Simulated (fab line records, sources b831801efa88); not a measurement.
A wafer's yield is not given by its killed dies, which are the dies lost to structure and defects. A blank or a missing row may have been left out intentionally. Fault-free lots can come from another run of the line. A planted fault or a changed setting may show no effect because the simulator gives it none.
A struck lot beside a sound one    flow sky130    19 steps out of a route of 708
Sound: these wafers, L455.1, L455.4, L455.5. The struck wafers were L465.2, L465.3, L465.6. The cause is given at the end.
Each step with rows lists, per side, the tool, then ch with its chambers, then its first start. Under that, the readings that differ: sound wafers    struck wafers    difference of the means    sigmas: that difference in standard deviations of wafers without a fault.
alike: readings with means less than 2 such deviations apart, plus words and numbers identical on both sides. not compared: withheld readings, readings lacking a value on some wafer, bounds such as >300 that could conceal the same value, and numbers that have no deviation in the record and whose values overlap.
Wherever a step has rows on one side only, a row that says differs or no value, or a row with sigmas, the two part there. When numbers do not overlap yet have no deviation, they are printed without sigmas and do not part them. Lack of a reading on every wafer of one side parts them only where that side has two or more wafers.

SKY_LDD_HVP_OVL_MEAS_07:
  struck on overlay-02, day 27 13:45; sound on overlay-01, day 24 16:27
  alike: LDD_HVP_OVL
next, for these wafers, 1 step has no rows: SKY_LDD_HVP_IMPLANT_08.
SKY_LDD_HVP_STRIP_09: strips in O2/N2.
  sound on plasma asher-03 ch 0,1, day 24 16:38; struck on plasma asher-01 ch 0,1, day 27 13:56
  alike: drypump motor current A, oes product au, strip time to endpoint s
  not compared: rf hours counter h
SKY_LDD_HVP_TW_MEAS_10:
  struck on film metro-02, day 27 14:02; sound on film metro-02, day 24 16:44
  alike: LDD_HVP_TW
then, 7 steps without rows for these wafers: SKY_LDD_LDN_DEHYDRATE_00 (time 60 s); SKY_LDD_LDN_HMDS_01 (prime time 60 s); SKY_LDD_LDN_COAT_02 (resist thk 1140 nm); SKY_LDD_LDN_SOFTBAKE_03 (time 60 s); SKY_LDD_LDN_EXPOSE_04 (exposes mask LDNTM, target cd 700 nm); SKY_LDD_LDN_PEB_05; SKY_LDD_LDN_DEVELOP_06 (develop time 60 s).
SKY_LDD_LDN_OVL_MEAS_07:
  struck on overlay-01, day 28 18:21; sound on overlay-01, day 25 21:53
  alike: LDD_LDN_OVL
SKY_LDD_LDN_IMPLANT_08:
  sound on implanter-04 ch 0, day 25 21:56; struck on implanter-01 ch 0, day 28 18:25
reading                    sound                 struck                difference  sigmas
beam energy keV            15.001 15.000 15.000  21.483 21.480 21.479  +6.480      +99 or more
model.implant.rp nm (nm)   12.98 12.98 12.98     15.96 15.96 15.96     +2.98       
model.implant.drp nm (nm)  5.933 5.933 5.933     7.58 7.58 7.58        +1.65       
  alike: rotation deg
then, 3 steps without rows for these wafers: SKY_LDD_LDN_IMPLANT_09; SKY_LDD_LDN_IMPLANT_10; SKY_LDD_LDN_IMPLANT_11.
SKY_LDD_LDN_STRIP_12: strips in O2/N2.
  sound on plasma asher-04 ch 0,1, day 25 22:32; struck on plasma asher-02 ch 0,1, day 28 18:59
  alike: drypump motor current A, oes product au, strip time to endpoint s
  not compared: rf hours counter h
SKY_LDD_LDN_TW_MEAS_13:
  struck on film metro-04, day 28 19:19; sound on film metro-04, day 25 22:38
reading     sound           struck          difference  sigmas
LDD_LDN_TW  1457 1460 1461  1498 1507 1504  +44         +4
  not compared: hold
-- record jumps: 21 days separate the struck wafers' starts on either side; left off in module LDD_LDN, taken up again in module PAD_OPEN, whose first shown step is the route's number 708 --
SKY_PAD_OPEN_PROBE_99:
  struck on prober-02, day 49 23:24; sound on prober-02, day 48 00:19
reading                          sound           struck          difference  sigmas
killed_at_M0_to_M3               39 40 31        49 46 61        +15         +2
killed dies                      81 90 74        97 98 110       +20         +2
model.etest.tip sonos.rs ohm sq  2703 2679 2667  2360 2394 2404  -297        
  alike: killed_at_M4_up, killed at contacts, killed at front end, killed at other, killed open, killed short

== WHERE THEY PART ==
At SKY_LDD_LDN_IMPLANT_08 first; at SKY_PAD_OPEN_PROBE_99 last (within this record only).

WHY: whatever the simulator had introduced
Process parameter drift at SKY_LDD_LDN_IMPLANT_08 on implanter-01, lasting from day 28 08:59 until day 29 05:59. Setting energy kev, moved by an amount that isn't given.
